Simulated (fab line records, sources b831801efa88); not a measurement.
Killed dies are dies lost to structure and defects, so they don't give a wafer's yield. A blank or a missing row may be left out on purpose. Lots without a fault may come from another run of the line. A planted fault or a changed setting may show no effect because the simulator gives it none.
One fault seen from 2 desks | flow gf180mcu | each desk has only its own numbers; what lay behind them comes last

THE METROLOGY DESK
What the gauges read, lot by lot, whatever tool the lot ran on: means of the sampled wafers that have a number. A lot is out of limits, marked OUT, if its mean lies more than 4 standard deviations from the usual mean; the brackets give that distance.
Columns: A = cd_nm at GF_CONTACT_CD_MEAS_14, usual 220.1 nm; B = V1_BOW at GF_V1_BOW_MEAS_05, usual 82 um
lot  | first seen here | A                | B
L640 | day 16 16:32    | 220.8            | 85
L641 | day 17 02:11    | 222.0            | 74
L642 | day 17 09:16    | 217.7            | 79
L643 | day 17 15:39    | 221.6            | 79
L644 | day 18 03:21    | 219.8            | 82
L645 | day 18 17:45    | 221.0            | 72
L648 | day 20 02:44    | 212.4 (-5.2) OUT | 79
L651 | day 21 01:12    | 213.1 (-4.6) OUT | 83
L654 | day 22 00:26    | 219.5            | 75
L655 | day 22 09:47    | 220.5            | 68
L660 | day 23 23:41    | 222.3            | 86
L659 | day 24 00:03    | 222.1            | 81
L661 | day 24 10:14    | 219.5            | 79
This desk's finding: out of limits on L648, L651; first on L648, day 20 02:44 (cd_nm at GF_CONTACT_CD_MEAS_14). In limits: L640, L641, L642, L643, L644, L645, L654, L655, L660, L659, L661.

THE TOOL OWNER'S DESK: litho_track-02
The tool's own readings at GF_CONTACT_PEB_12 (peb time 90 s): means of the sampled wafers that have a number, for each lot that ran on this tool. A lot is out of limits, marked OUT, if its mean lies more than 4 standard deviations from the usual mean; the brackets give that distance.
Columns: A = heater_power_total_W at GF_CONTACT_PEB_12, usual 85.71 W
lot  | first seen here | A
L642 | day 17 08:56    | 85.72
L643 | day 17 15:19    | 85.77
L644 | day 18 03:01    | 85.70
L645 | day 18 17:25    | 85.64
L648 | day 20 02:23    | 92.09 (+78) OUT
L651 | day 21 00:52    | 92.07 (+78) OUT
L660 | day 23 23:20    | 85.76
L659 | day 23 23:43    | 85.68
This desk's finding: out of limits on L648, L651; first on L648, day 20 02:23 (heater_power_total_W at GF_CONTACT_PEB_12). In limits: L642, L643, L644, L645, L660, L659.

PUT TOGETHER
The tool owner's desk could have raised an alarm at day 20 02:23, on L648, L651.
The metrology desk could have raised an alarm at day 20 02:44, on L648, L651.
Of the lots named, all ran GF_CONTACT_PEB_12 on litho_track-02.

WHAT THE SIMULATOR HAD PUT IN
Process parameter drift: litho_track-02, from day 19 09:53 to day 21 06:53, at GF_CONTACT_PEB_12. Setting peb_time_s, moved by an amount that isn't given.
Lots struck among those shown: L648, L651.
Hours from the fault's start to each desk's first reading out of limits: the tool owner's desk, 16; the metrology desk, 17.
